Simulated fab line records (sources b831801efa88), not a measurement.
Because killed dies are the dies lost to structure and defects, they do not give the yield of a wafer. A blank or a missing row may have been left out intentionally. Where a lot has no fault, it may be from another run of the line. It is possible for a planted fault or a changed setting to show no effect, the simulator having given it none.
fab line records :: flow sky130
[record]
  lots = 6
  wafers = 18
  lastDay = 50
route steps=708 shown METAL2@484
lots that met no fault: from a run of the same line without faults
startH: hours from the record's first day to the start of the lot's first wafer shown :: waitH: hours from the lot's prior step to this one :: " identical to the entry in the row above :: L1.1+2: one row covering several wafers at once :: - no value, or no start given :: * or withheld: withheld :: < > ~ a bound
route shown NAME@n: NAME is a module with steps in the file, n the number in the route of the first one :: usual: mean/standard deviation of fault-free wafers :: same: alike in all rows :: chamber/n: place in a boat :: sites: the reading at each site :: _std_site: standard deviation across them :: _edge_site: the outer-site mean with the inner-site mean subtracted :: radiusMm: how far each site lies from the wafer's centre :: mask NAME#n: copy n :: behind: tool/chamber where the wafer was last shaped :: hold: why the lot was held/for how many hours/how that ended :: device: the transistor (n, p or np) that didn't switch :: end of line: the tests these same wafers got at the end of their route :: where a step has no rows: the recipe by itself :: killed: dies lost to structure and defects at the first sort, not the wafer's yield :: map: the dies of a wafer, with x for killed, . for not killed, _ for no die there
set.NAME: setting as actually run; set.NAME@STEP: the setting as run at that earlier step :: model.NAME: the simulator's own value behind a step, which no gauge read
lots seen at some steps along the route; tables by step, rows by wafer
[[steps]]
[step SKY_METAL2_SPUTTER_01]
[recipe]
  material = TiN
  targetThkNm = 20
  powerW = 6500
  timeS = 16.7
  chamberPressurePa = 0.4
[usual]
  throttleValvePct = 30.4/1
[same]
  timeS = 16.7
lot.wafer: L935.3
tool: pvdSputter-04
chamber: -
startH: 818.14
waitH: 0.0
throttleValvePct: 31.3

lot.wafer: L935.4
tool: pvdSputter-04
chamber: -
startH: 818.14
waitH: 0.0
throttleValvePct: 30.3

lot.wafer: L935.5
tool: pvdSputter-04
chamber: -
startH: 818.14
waitH: 0.0
throttleValvePct: 30.2

lot.wafer: L940.1
tool: pvdSputter-03
chamber: -
startH: 846.86
waitH: 0.0
throttleValvePct: 31.0

lot.wafer: L940.3
tool: pvdSputter-03
chamber: -
startH: 846.86
waitH: 0.0
throttleValvePct: 30.1

lot.wafer: L940.6
tool: pvdSputter-03
chamber: -
startH: 846.86
waitH: 0.0
throttleValvePct: 28.3

lot.wafer: L944.1
tool: pvdSputter-04
chamber: -
startH: 874.20
waitH: 0.0
throttleValvePct: 32.2

lot.wafer: L944.2
tool: pvdSputter-04
chamber: -
startH: 874.20
waitH: 0.0
throttleValvePct: 30.4

lot.wafer: L944.3
tool: pvdSputter-04
chamber: -
startH: 874.20
waitH: 0.0
throttleValvePct: 30.2

lot.wafer: L949.1
tool: pvdSputter-03
chamber: -
startH: 915.77
waitH: 0.0
throttleValvePct: 28.7

lot.wafer: L949.2
tool: pvdSputter-03
chamber: -
startH: 915.77
waitH: 0.0
throttleValvePct: 30.9

lot.wafer: L949.6
tool: pvdSputter-03
chamber: -
startH: 915.77
waitH: 0.0
throttleValvePct: 31.4

lot.wafer: L950.1
tool: pvdSputter-03
chamber: -
startH: 920.68
waitH: 0.0
throttleValvePct: 29.9

lot.wafer: L950.2
tool: pvdSputter-03
chamber: -
startH: 920.68
waitH: 0.0
throttleValvePct: 31.2

lot.wafer: L950.3
tool: pvdSputter-03
chamber: -
startH: 920.68
waitH: 0.0
throttleValvePct: 28.6

lot.wafer: L956.4
tool: pvdSputter-03
chamber: -
startH: 955.45
waitH: 0.0
throttleValvePct: 31.1

lot.wafer: L956.5
tool: pvdSputter-03
chamber: -
startH: 955.45
waitH: 0.0
throttleValvePct: 31.3

lot.wafer: L956.6
tool: pvdSputter-03
chamber: -
startH: 955.45
waitH: 0.0
throttleValvePct: 28.4
[step SKY_METAL2_SPUTTER_02]
[recipe]
  material = AlCu
  targetThkNm = 250
  powerW = 10600
  timeS = 13.3
  chamberPressurePa = 0.4
[usual]
  throttleValvePct = 30.5/1
[same]
  timeS = 13.3
lot.wafer: L935.3
tool: pvdSputter-04
chamber: -
startH: 818.16
waitH: 0.0
throttleValvePct: 31.1

lot.wafer: L935.4
tool: pvdSputter-04
chamber: -
startH: 818.16
waitH: 0.0
throttleValvePct: 30.8

lot.wafer: L935.5
tool: pvdSputter-04
chamber: -
startH: 818.16
waitH: 0.0
throttleValvePct: 30.1

lot.wafer: L940.1
tool: pvdSputter-03
chamber: -
startH: 846.88
waitH: 0.0
throttleValvePct: 31.0

lot.wafer: L940.3
tool: pvdSputter-03
chamber: -
startH: 846.88
waitH: 0.0
throttleValvePct: 29.9

lot.wafer: L940.6
tool: pvdSputter-03
chamber: -
startH: 846.88
waitH: 0.0
throttleValvePct: 28.6

lot.wafer: L944.1
tool: pvdSputter-04
chamber: -
startH: 874.23
waitH: 0.0
throttleValvePct: 32.2

lot.wafer: L944.2
tool: pvdSputter-04
chamber: -
startH: 874.23
waitH: 0.0
throttleValvePct: 30.7

lot.wafer: L944.3
tool: pvdSputter-04
chamber: -
startH: 874.23
waitH: 0.0
throttleValvePct: 30.1

lot.wafer: L949.1
tool: pvdSputter-03
chamber: -
startH: 915.79
waitH: 0.0
throttleValvePct: 28.6

lot.wafer: L949.2
tool: pvdSputter-03
chamber: -
startH: 915.79
waitH: 0.0
throttleValvePct: 31.0

lot.wafer: L949.6
tool: pvdSputter-03
chamber: -
startH: 915.79
waitH: 0.0
throttleValvePct: 31.1

lot.wafer: L950.1
tool: pvdSputter-03
chamber: -
startH: 920.70
waitH: 0.0
throttleValvePct: 30.1

lot.wafer: L950.2
tool: pvdSputter-03
chamber: -
startH: 920.70
waitH: 0.0
throttleValvePct: 31.6

lot.wafer: L950.3
tool: pvdSputter-03
chamber: -
startH: 920.70
waitH: 0.0
throttleValvePct: 28.2

lot.wafer: L956.4
tool: pvdSputter-03
chamber: -
startH: 955.48
waitH: 0.0
throttleValvePct: 31.2

lot.wafer: L956.5
tool: pvdSputter-03
chamber: -
startH: 955.48
waitH: 0.0
throttleValvePct: 31.6

lot.wafer: L956.6
tool: pvdSputter-03
chamber: -
startH: 955.48
waitH: 0.0
throttleValvePct: 28.6
[step SKY_METAL2_SPUTTER_03]
[recipe]
  material = Ti
  targetThkNm = 5
  powerW = 3000
  timeS = 3.3
  chamberPressurePa = 0.4
[usual]
  throttleValvePct = 30.5/1
[same]
  timeS = 3.3
lot.wafer: L935.3
tool: pvdSputter-04
chamber: -
startH: 818.19
waitH: 0.0
throttleValvePct: 31.1

lot.wafer: L935.4
tool: pvdSputter-04
chamber: -
startH: 818.19
waitH: 0.0
throttleValvePct: 30.6

lot.wafer: L935.5
tool: pvdSputter-04
chamber: -
startH: 818.19
waitH: 0.0
throttleValvePct: 30.4

lot.wafer: L940.1
tool: pvdSputter-03
chamber: -
startH: 846.91
waitH: 0.0
throttleValvePct: 30.9

lot.wafer: L940.3
tool: pvdSputter-03
chamber: -
startH: 846.91
waitH: 0.0
throttleValvePct: 29.9

lot.wafer: L940.6
tool: pvdSputter-03
chamber: -
startH: 846.91
waitH: 0.0
throttleValvePct: 28.4

lot.wafer: L944.1
tool: pvdSputter-04
chamber: -
startH: 874.25
waitH: 0.0
throttleValvePct: 32.2

lot.wafer: L944.2
tool: pvdSputter-04
chamber: -
startH: 874.25
waitH: 0.0
throttleValvePct: 30.5

lot.wafer: L944.3
tool: pvdSputter-04
chamber: -
startH: 874.25
waitH: 0.0
throttleValvePct: 30.2

lot.wafer: L949.1
tool: pvdSputter-03
chamber: -
startH: 915.82
waitH: 0.0
throttleValvePct: 28.5

lot.wafer: L949.2
tool: pvdSputter-03
chamber: -
startH: 915.82
waitH: 0.0
throttleValvePct: 31.1

lot.wafer: L949.6
tool: pvdSputter-03
chamber: -
startH: 915.82
waitH: 0.0
throttleValvePct: 31.4

lot.wafer: L950.1
tool: pvdSputter-03
chamber: -
startH: 920.73
waitH: 0.0
throttleValvePct: 30.0

lot.wafer: L950.2
tool: pvdSputter-03
chamber: -
startH: 920.73
waitH: 0.0
throttleValvePct: 31.4

lot.wafer: L950.3
tool: pvdSputter-03
chamber: -
startH: 920.73
waitH: 0.0
throttleValvePct: 28.4

lot.wafer: L956.4
tool: pvdSputter-03
chamber: -
startH: 955.50
waitH: 0.0
throttleValvePct: 31.4

lot.wafer: L956.5
tool: pvdSputter-03
chamber: -
startH: 955.50
waitH: 0.0
throttleValvePct: 31.4

lot.wafer: L956.6
tool: pvdSputter-03
chamber: -
startH: 955.50
waitH: 0.0
throttleValvePct: 28.4
[step SKY_METAL2_SPUTTER_04]
[recipe]
  material = TiN
  targetThkNm = 70
  powerW = 6500
  timeS = 58.3
  chamberPressurePa = 0.4
[usual]
  throttleValvePct = 30.5/1
[same]
  timeS = 58.3
lot.wafer: L935.3
tool: pvdSputter-04
chamber: -
startH: 818.21
waitH: 0.0
throttleValvePct: 31.3

lot.wafer: L935.4
tool: pvdSputter-04
chamber: -
startH: 818.21
waitH: 0.0
throttleValvePct: 30.5

lot.wafer: L935.5
tool: pvdSputter-04
chamber: -
startH: 818.21
waitH: 0.0
throttleValvePct: 30.2

lot.wafer: L940.1
tool: pvdSputter-03
chamber: -
startH: 846.93
waitH: 0.0
throttleValvePct: 30.9

lot.wafer: L940.3
tool: pvdSputter-03
chamber: -
startH: 846.93
waitH: 0.0
throttleValvePct: 30.1

lot.wafer: L940.6
tool: pvdSputter-03
chamber: -
startH: 846.93
waitH: 0.0
throttleValvePct: 28.2

lot.wafer: L944.1
tool: pvdSputter-04
chamber: -
startH: 874.27
waitH: 0.0
throttleValvePct: 32.1

lot.wafer: L944.2
tool: pvdSputter-04
chamber: -
startH: 874.27
waitH: 0.0
throttleValvePct: 30.5

lot.wafer: L944.3
tool: pvdSputter-04
chamber: -
startH: 874.27
waitH: 0.0
throttleValvePct: 30.4

lot.wafer: L949.1
tool: pvdSputter-03
chamber: -
startH: 915.84
waitH: 0.0
throttleValvePct: 28.3

lot.wafer: L949.2
tool: pvdSputter-03
chamber: -
startH: 915.84
waitH: 0.0
throttleValvePct: 30.8

lot.wafer: L949.6
tool: pvdSputter-03
chamber: -
startH: 915.84
waitH: 0.0
throttleValvePct: 31.5

lot.wafer: L950.1
tool: pvdSputter-03
chamber: -
startH: 920.74
waitH: 0.0
throttleValvePct: 29.8

lot.wafer: L950.2
tool: pvdSputter-03
chamber: -
startH: 920.74
waitH: 0.0
throttleValvePct: 31.5

lot.wafer: L950.3
tool: pvdSputter-03
chamber: -
startH: 920.74
waitH: 0.0
throttleValvePct: 28.4

lot.wafer: L956.4
tool: pvdSputter-03
chamber: -
startH: 955.52
waitH: 0.0
throttleValvePct: 31.4

lot.wafer: L956.5
tool: pvdSputter-03
chamber: -
startH: 955.52
waitH: 0.0
throttleValvePct: 31.4

lot.wafer: L956.6
tool: pvdSputter-03
chamber: -
startH: 955.52
waitH: 0.0
throttleValvePct: 28.6
[step SKY_METAL2_RS_MEAS_05]
[recipe]
  thkMeasGauge = four-point-probe
  reads = TiN_of_METAL2_SPUTTER_04+Ti_of_METAL2_SPUTTER_03+AlCu_of_METAL2_SPUTTER_02+TiN_of_METAL2_SPUTTER_01+Ti_of_METAL2_SPUTTER_00
[usual]
  METAL2_ALCU_RS = 0.1269/0.0014
lot.wafer: L935.3
tool: filmMetro-03
chamber: -
startH: 818.30
waitH: 0.1
METAL2_ALCU_RS[ohm/sq]: 0.1257

lot.wafer: L935.4
tool: filmMetro-03
chamber: -
startH: 818.30
waitH: 0.1
METAL2_ALCU_RS[ohm/sq]: 0.1252

lot.wafer: L935.5
tool: filmMetro-03
chamber: -
startH: 818.30
waitH: 0.1
METAL2_ALCU_RS[ohm/sq]: 0.1262

lot.wafer: L940.1
tool: filmMetro-03
chamber: -
startH: 846.97
waitH: 0.0
METAL2_ALCU_RS[ohm/sq]: 0.1276

lot.wafer: L940.3
tool: filmMetro-03
chamber: -
startH: 846.97
waitH: 0.0
METAL2_ALCU_RS[ohm/sq]: 0.1271

lot.wafer: L940.6
tool: filmMetro-03
chamber: -
startH: 846.97
waitH: 0.0
METAL2_ALCU_RS[ohm/sq]: 0.1265

lot.wafer: L944.1
tool: filmMetro-04
chamber: -
startH: 874.32
waitH: 0.0
METAL2_ALCU_RS[ohm/sq]: 0.1265

lot.wafer: L944.2
tool: filmMetro-04
chamber: -
startH: 874.32
waitH: 0.0
METAL2_ALCU_RS[ohm/sq]: 0.1246

lot.wafer: L944.3
tool: filmMetro-04
chamber: -
startH: 874.32
waitH: 0.0
METAL2_ALCU_RS[ohm/sq]: 0.1264

lot.wafer: L949.1
tool: filmMetro-04
chamber: -
startH: 915.89
waitH: 0.0
METAL2_ALCU_RS[ohm/sq]: 0.1284

lot.wafer: L949.2
tool: filmMetro-04
chamber: -
startH: 915.89
waitH: 0.0
METAL2_ALCU_RS[ohm/sq]: 0.1299

lot.wafer: L949.6
tool: filmMetro-04
chamber: -
startH: 915.89
waitH: 0.0
METAL2_ALCU_RS[ohm/sq]: 0.1283

lot.wafer: L950.1
tool: filmMetro-01
chamber: -
startH: 920.79
waitH: 0.0
METAL2_ALCU_RS[ohm/sq]: 0.1284

lot.wafer: L950.2
tool: filmMetro-01
chamber: -
startH: 920.79
waitH: 0.0
METAL2_ALCU_RS[ohm/sq]: 0.1289

lot.wafer: L950.3
tool: filmMetro-01
chamber: -
startH: 920.79
waitH: 0.0
METAL2_ALCU_RS[ohm/sq]: 0.1282

lot.wafer: L956.4
tool: filmMetro-03
chamber: -
startH: 955.63
waitH: 0.1
METAL2_ALCU_RS[ohm/sq]: 0.1288

lot.wafer: L956.5
tool: filmMetro-03
chamber: -
startH: 955.63
waitH: 0.1
METAL2_ALCU_RS[ohm/sq]: 0.1269

lot.wafer: L956.6
tool: filmMetro-03
chamber: -
startH: 955.63
waitH: 0.1
METAL2_ALCU_RS[ohm/sq]: 0.1272
[step SKY_METAL2_THK_MEAS_06]
[recipe]
  thkMeasGauge = xrf
  reads = AlCu_of_METAL2_SPUTTER_02
[usual]
  METAL2_ALCU_THK = 253/3.7
lot.wafer: L935.3
tool: filmMetro-03
chamber: -
startH: 818.40
waitH: 0.1
METAL2_ALCU_THK[nm]: 256

lot.wafer: L935.4
tool: filmMetro-03
chamber: -
startH: 818.40
waitH: 0.1
METAL2_ALCU_THK[nm]: 256

lot.wafer: L935.5
tool: filmMetro-03
chamber: -
startH: 818.40
waitH: 0.1
METAL2_ALCU_THK[nm]: 255

lot.wafer: L940.1
tool: filmMetro-03
chamber: -
startH: 847.09
waitH: 0.1
METAL2_ALCU_THK[nm]: 254

lot.wafer: L940.3
tool: filmMetro-03
chamber: -
startH: 847.09
waitH: 0.1
METAL2_ALCU_THK[nm]: 254

lot.wafer: L940.6
tool: filmMetro-03
chamber: -
startH: 847.09
waitH: 0.1
METAL2_ALCU_THK[nm]: 258

lot.wafer: L944.1
tool: filmMetro-04
chamber: -
startH: 874.44
waitH: 0.1
METAL2_ALCU_THK[nm]: 252

lot.wafer: L944.2
tool: filmMetro-04
chamber: -
startH: 874.44
waitH: 0.1
METAL2_ALCU_THK[nm]: 256

lot.wafer: L944.3
tool: filmMetro-04
chamber: -
startH: 874.44
waitH: 0.1
METAL2_ALCU_THK[nm]: 254

lot.wafer: L949.1
tool: filmMetro-04
chamber: -
startH: 916.01
waitH: 0.1
METAL2_ALCU_THK[nm]: 248

lot.wafer: L949.2
tool: filmMetro-04
chamber: -
startH: 916.01
waitH: 0.1
METAL2_ALCU_THK[nm]: 246

lot.wafer: L949.6
tool: filmMetro-04
chamber: -
startH: 916.01
waitH: 0.1
METAL2_ALCU_THK[nm]: 248

lot.wafer: L950.1
tool: filmMetro-01
chamber: -
startH: 920.91
waitH: 0.1
METAL2_ALCU_THK[nm]: 249

lot.wafer: L950.2
tool: filmMetro-01
chamber: -
startH: 920.91
waitH: 0.1
METAL2_ALCU_THK[nm]: 248

lot.wafer: L950.3
tool: filmMetro-01
chamber: -
startH: 920.91
waitH: 0.1
METAL2_ALCU_THK[nm]: 252

lot.wafer: L956.4
tool: filmMetro-03
chamber: -
startH: 955.72
waitH: 0.1
METAL2_ALCU_THK[nm]: 251

lot.wafer: L956.5
tool: filmMetro-03
chamber: -
startH: 955.72
waitH: 0.1
METAL2_ALCU_THK[nm]: 256

lot.wafer: L956.6
tool: filmMetro-03
chamber: -
startH: 955.72
waitH: 0.1
METAL2_ALCU_THK[nm]: 254
[step SKY_METAL2_DEHYDRATE_07]
[recipe]
  tempC = 200
  timeS = 60
[step SKY_METAL2_HMDS_08]
[recipe]
  primeTimeS = 60
  primeTempC = 120
[step SKY_METAL2_COAT_09]
[recipe]
  resist = BARC
  tempC = withheld
  timeS = withheld
  spinRpm = 3000
  resistThkNm = 60
[step SKY_METAL2_COAT_10]
[recipe]
  resist = KrF-thick
  spinRpm = 3000
  resistThkNm = 450
[step SKY_METAL2_SOFTBAKE_11]
[recipe]
  tempC = 100
  timeS = 90
  resist = KrF-thick
[step SKY_METAL2_EXPOSE_12]
[recipe]
  maskId = MM2
  na = 0.8
  sourceShape = annular
  sigmaInner = 0.55
  sigmaOuter = 0.85
  targetCdNm = 140
  doseMj = 28
[step SKY_METAL2_PEB_13]
[recipe]
  pebTempC = withheld
  pebTimeS = withheld
  resist = KrF-thick
[usual]
  chillPlateTempC = *
  exhaustPa = 44.8/0.81
  resistLineTempC = *
lot.wafer: L935.3
tool: lithoTrack-02
chamber: 0
startH: 843
waitH: -
chillPlateTempC: *
exhaustPa: 44.4
resistLineTempC: *

lot.wafer: L935.4
tool: lithoTrack-02
chamber: 0
startH: 843
waitH: -
chillPlateTempC: *
exhaustPa: 44.7
resistLineTempC: *

lot.wafer: L935.5
tool: lithoTrack-02
chamber: 0
startH: 843
waitH: -
chillPlateTempC: *
exhaustPa: 44.0
resistLineTempC: *

lot.wafer: L940.1
tool: lithoTrack-02
chamber: 0
startH: 872
waitH: -
chillPlateTempC: *
exhaustPa: 44.1
resistLineTempC: *

lot.wafer: L940.3
tool: lithoTrack-02
chamber: 0
startH: 872
waitH: -
chillPlateTempC: *
exhaustPa: 45.4
resistLineTempC: *

lot.wafer: L940.6
tool: lithoTrack-02
chamber: 0
startH: 872
waitH: -
chillPlateTempC: *
exhaustPa: 45.1
resistLineTempC: *

lot.wafer: L944.1
tool: lithoTrack-01
chamber: 0
startH: 899
waitH: -
chillPlateTempC: *
exhaustPa: 44.7
resistLineTempC: *

lot.wafer: L944.2
tool: lithoTrack-01
chamber: 0
startH: 899
waitH: -
chillPlateTempC: *
exhaustPa: 45.9
resistLineTempC: *

lot.wafer: L944.3
tool: lithoTrack-01
chamber: 0
startH: 899
waitH: -
chillPlateTempC: *
exhaustPa: 45.8
resistLineTempC: *

lot.wafer: L949.1
tool: lithoTrack-03
chamber: -
startH: 940
waitH: -
chillPlateTempC: -
exhaustPa: -
resistLineTempC: -

lot.wafer: L949.2
tool: lithoTrack-03
chamber: -
startH: 940
waitH: -
chillPlateTempC: -
exhaustPa: -
resistLineTempC: -

lot.wafer: L949.6
tool: lithoTrack-03
chamber: -
startH: 940
waitH: -
chillPlateTempC: -
exhaustPa: -
resistLineTempC: -

lot.wafer: L950.1
tool: lithoTrack-02
chamber: -
startH: 944
waitH: -
chillPlateTempC: -
exhaustPa: -
resistLineTempC: -

lot.wafer: L950.2
tool: lithoTrack-02
chamber: -
startH: 944
waitH: -
chillPlateTempC: -
exhaustPa: -
resistLineTempC: -

lot.wafer: L950.3
tool: lithoTrack-02
chamber: -
startH: 944
waitH: -
chillPlateTempC: -
exhaustPa: -
resistLineTempC: -

lot.wafer: L956.4
tool: lithoTrack-01
chamber: 0
startH: 979
waitH: -
chillPlateTempC: *
exhaustPa: 43.7
resistLineTempC: *

lot.wafer: L956.5
tool: lithoTrack-01
chamber: 0
startH: 979
waitH: -
chillPlateTempC: *
exhaustPa: 45.8
resistLineTempC: *

lot.wafer: L956.6
tool: lithoTrack-01
chamber: 0
startH: 979
waitH: -
chillPlateTempC: *
exhaustPa: 44.9
resistLineTempC: *
[step SKY_METAL2_DEVELOP_14]
[recipe]
  developTimeS = 60
  resist = KrF-thick
  devTempC = 21
[[key]]
[firstSign]
  step = SKY_METAL2_PEB_13
  reading = toolRecord
  direction = missing
effect none on later readings
metAt SKY_METAL2_PEB_13
struckWafers L949.1,L949.2,L949.6,L950.1,L950.2,L950.3
laterRowsLeftOut L949.1,L949.2,L949.6,L950.1,L950.2,L950.3
sortLeftOut L949.1,L949.2,L949.6,L950.1,L950.2,L950.3
onsetBetween 872 940
[fault]
  kind = skippedStepWhole
  tool = lithoTrack-02,lithoTrack-03
  chamber = -
  onsetH = 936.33
  steps = SKY_METAL2_PEB_13
  scope = struckLotsOnly
// sortLeftOut: the simulated sort isn't trusted on such a fault, so these wafers' sort isn't shown, and their yield isn't known
// laterRowsLeftOut: the simulator's readings of these wafers behind a module that went badly wrong aren't trusted and aren't shown, but for the sort
